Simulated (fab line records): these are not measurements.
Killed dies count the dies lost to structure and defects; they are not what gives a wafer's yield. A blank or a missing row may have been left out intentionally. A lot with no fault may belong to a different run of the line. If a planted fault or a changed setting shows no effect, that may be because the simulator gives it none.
2 desks looking at one fault | flow sky130 | what lay behind the numbers comes last; until then each desk has only its own

AT THE METROLOGY DESK
Means of the sampled wafers that have a number, per lot and without regard to the tool the lot ran on: this is what the gauges read. If a lot's mean is further than 4 standard deviations from the usual mean, the lot is out of limits and carries the mark OUT (the distance appears in the brackets).
Columns: A = VIA4_W_RS at SKY_VIA4_RS_MEAS_19, usual 0.2283 ohm/sq; B = VIA4_W_THK at SKY_VIA4_THK_MEAS_20, usual 510 nm
lot  | first seen here | A                 | B
L686 | day 42 20:45    | 0.2238            | 523
L687 | day 43 11:00    | 0.2260            | 517
L689 | day 43 23:41    | 0.2263            | 510
L688 | day 44 04:16    | 0.2269            | 514
L690 | day 44 11:09    | 0.2312            | 501
L691 | day 44 14:11    | 0.2292            | 508
L697 | day 46 22:41    | 0.2556 (+11) OUT  | 461 (-7.1) OUT
L698 | day 46 23:17    | 0.2254            | 510
L700 | day 47 01:32    | 0.2421 (+5.5) OUT | 482 (-4.1) OUT
L703 | day 47 08:14    | 0.2296            | 506
L707 | day 48 05:16    | 0.2287            | 515
L709 | day 48 20:54    | 0.2276            | 517
This desk's finding: out of limits on L697, L700; first on L697, day 46 22:41 (VIA4_W_RS at SKY_VIA4_RS_MEAS_19). Within limits: L686, L687, L689, L688, L690, L691, L698, L703, L707, L709.

THE TOOL OWNER'S DESK: cvdW-01
The tool's own readings at SKY_VIA4_CVD_18 (deposits W, target thk 505 nm, time 152.14 s): means of the sampled wafers that have a number, for each lot that ran on this tool. If a lot's mean is further than 4 standard deviations from the usual mean, the lot is out of limits and carries the mark OUT (the distance appears in the brackets).
Columns: A = heaterPowerW at SKY_VIA4_CVD_18, usual 887 W; B = susceptorTempC at SKY_VIA4_CVD_18, usual 400.00 C
lot  | first seen here | A   | B
L689 | day 43 23:33    | 972 | 400.15
L688 | day 44 04:07    | 925 | 400.11
L690 | day 44 10:59    | 976 | 399.97
L697 | day 46 22:32    | 937 | 395.17 (-22) OUT
L700 | day 47 01:23    | 948 | 397.73 (-10) OUT
This desk's verdict: out of limits on L697, L700, starting with L697 at day 46 22:32 (susceptorTempC at SKY_VIA4_CVD_18). Within limits: L689, L688, L690.

ALL TOGETHER
The tool owner's desk could have raised an alarm at day 46 22:32, on L697, L700.
L697, L700 would have let the metrology desk raise an alarm at day 46 22:41.
Of the lots named, all ran SKY_VIA4_CVD_18 on cvdW-01.

WHAT HAD BEEN PUT IN BY THE SIMULATOR
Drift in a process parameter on cvdW-01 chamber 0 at SKY_VIA4_CVD_18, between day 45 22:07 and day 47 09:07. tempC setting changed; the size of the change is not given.
Lots struck among those shown: L697, L700.
Counting hours from when the fault started, the first reading out of limits came at 24 for the tool owner's desk and at 25 for the metrology desk.
